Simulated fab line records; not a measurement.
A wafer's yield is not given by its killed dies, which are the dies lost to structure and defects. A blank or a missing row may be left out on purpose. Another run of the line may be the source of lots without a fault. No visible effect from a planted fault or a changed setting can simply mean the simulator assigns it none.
What tool caused it? :: flow sky130 :: 39 wafers from 13 lots sampled at 2 of the route's 708 steps

WHAT EACH GAUGE READ, for each wafer
SKY_VIA4_THK_MEAS_01. Usual: for VIA4_HDPCVD_THK the level is 1754 nm and the standard deviation is 16.
lot: L181
measured: day 41 09:23
on: filmMetro-01
VIA4_HDPCVD_THK (nm): 1767 1766 1758
flag: 

lot: L182
measured: day 42 10:45
on: filmMetro-01
VIA4_HDPCVD_THK (nm): 1729 1712 1745
flag: 

lot: L184
measured: day 43 07:13
on: filmMetro-01
VIA4_HDPCVD_THK (nm): 1740 1753 1745
flag: 

lot: L185
measured: day 43 23:39
on: filmMetro-01
VIA4_HDPCVD_THK (nm): 1765 1754 1760
flag: 

lot: L186
measured: day 44 00:22
on: filmMetro-04
VIA4_HDPCVD_THK (nm): 1742 1744 1765
flag: 

lot: L188
measured: day 44 00:54
on: filmMetro-01
VIA4_HDPCVD_THK (nm): 1755 1769 1743
flag: 

lot: L187
measured: day 44 01:59
on: filmMetro-03
VIA4_HDPCVD_THK (nm): 1762 1774 1775
flag: 

lot: L189
measured: day 44 07:19
on: filmMetro-01
VIA4_HDPCVD_THK (nm): 1718 1750 1740
flag: 

lot: L191
measured: day 44 20:01
on: filmMetro-04
VIA4_HDPCVD_THK (nm): 1736 1722 1772
flag: 

lot: L193
measured: day 45 02:50
on: filmMetro-04
VIA4_HDPCVD_THK (nm): 1755 1729 1733
flag: 

lot: L197
measured: day 45 23:50
on: filmMetro-01
VIA4_HDPCVD_THK (nm): 1795 1783 1794
flag: 

lot: L198
measured: day 46 07:26
on: filmMetro-03
VIA4_HDPCVD_THK (nm): 1731 1771 1748
flag: 

lot: L202
measured: day 47 10:19
on: filmMetro-01
VIA4_HDPCVD_THK (nm): 1747 1750 1755
flag: 

EACH LOT AND THE TOOL THAT RAN IT (in order: tool; ch and the chambers of the sampled wafers; start)
lot: L181
SKY_POLY_GATE_OXIDATION_20: furnace-02 ch 0, day 16 02:50

lot: L182
SKY_POLY_GATE_OXIDATION_20: furnace-01 ch 0, day 16 16:23

lot: L184
SKY_POLY_GATE_OXIDATION_20: furnace-01 ch 0, day 18 11:08

lot: L185
SKY_POLY_GATE_OXIDATION_20: furnace-01 ch 0, day 19 07:05

lot: L186
SKY_POLY_GATE_OXIDATION_20: furnace-01 ch 0, day 19 07:05

lot: L188
SKY_POLY_GATE_OXIDATION_20: furnace-01 ch 0, day 19 09:52

lot: L187
SKY_POLY_GATE_OXIDATION_20: furnace-01 ch 0, day 19 11:07

lot: L189
SKY_POLY_GATE_OXIDATION_20: furnace-02 ch 0, day 19 17:24

lot: L191
SKY_POLY_GATE_OXIDATION_20: furnace-02 ch 0, day 20 10:02

lot: L193
SKY_POLY_GATE_OXIDATION_20: furnace-01 ch 0, day 21 02:41

lot: L197
SKY_POLY_GATE_OXIDATION_20: furnace-01 ch 0, day 22 02:28

lot: L198
SKY_POLY_GATE_OXIDATION_20: furnace-01 ch 0, day 22 14:18

lot: L202
SKY_POLY_GATE_OXIDATION_20: furnace-02 ch 0, day 24 04:43
- SKY_POLY_GATE_OXIDATION_20: stabilise 600 s, purge 300 s, target thk 4 nm.

WHAT THE TOOLS THEMSELVES READ (means of the sampled wafers that have a number; where no wafer has one, the mark that the record gives instead)
SKY_POLY_GATE_OXIDATION_20. Usual: zonePowerLowerPct 16.62 %, standard deviation 0.23; zonePowerTopPct 31.1 %, standard deviation 2.1.
lot: L181
tool: furnace-02
zonePowerLowerPct (%): 16.25
zonePowerTopPct (%): 28.9
flag: 

lot: L182
tool: furnace-01
zonePowerLowerPct (%): 16.70
zonePowerTopPct (%): 32.9
flag: 

lot: L184
tool: furnace-01
zonePowerLowerPct (%): 16.62
zonePowerTopPct (%): 32.9
flag: 

lot: L185
tool: furnace-01
zonePowerLowerPct (%): 16.74
zonePowerTopPct (%): 32.7
flag: 

lot: L186
tool: furnace-01
zonePowerLowerPct (%): 16.77
zonePowerTopPct (%): 32.7
flag: 

lot: L188
tool: furnace-01
zonePowerLowerPct (%): 16.65
zonePowerTopPct (%): 33.0
flag: 

lot: L187
tool: furnace-01
zonePowerLowerPct (%): 16.68
zonePowerTopPct (%): 32.8
flag: 

lot: L189
tool: furnace-02
zonePowerLowerPct (%): 16.48
zonePowerTopPct (%): 28.6
flag: 

lot: L191
tool: furnace-02
zonePowerLowerPct (%): 16.49
zonePowerTopPct (%): 28.6
flag: 

lot: L193
tool: furnace-01
zonePowerLowerPct (%): 16.79
zonePowerTopPct (%): 32.8
flag: 

lot: L197
tool: furnace-01
zonePowerLowerPct (%): 16.78
zonePowerTopPct (%): 32.8
flag: 

lot: L198
tool: furnace-01
zonePowerLowerPct (%): 16.80
zonePowerTopPct (%): 33.0
flag: 

lot: L202
tool: furnace-02
zonePowerLowerPct (%): 16.44
zonePowerTopPct (%): 28.7
flag: 

THE ANSWER, worked out from the rows above alone
Rule: lot off if the mean of its wafers having a number is beyond 3 standard deviations from the usual mean. A lot without any number at a reading at which 4 lots or more have one is off too. Any other lot the step has rows for is counted as sound. First the gauges in route order, then the tools' own readings, where a lot's mean is used as printed above. The first step at which some lot is off is used, and at that step the reading that is off furthest; a lot without a number counts as furthest.
Nothing can be told from this: no lot is off at any reading shown.

WHAT THE SIMULATOR HAD PUT IN
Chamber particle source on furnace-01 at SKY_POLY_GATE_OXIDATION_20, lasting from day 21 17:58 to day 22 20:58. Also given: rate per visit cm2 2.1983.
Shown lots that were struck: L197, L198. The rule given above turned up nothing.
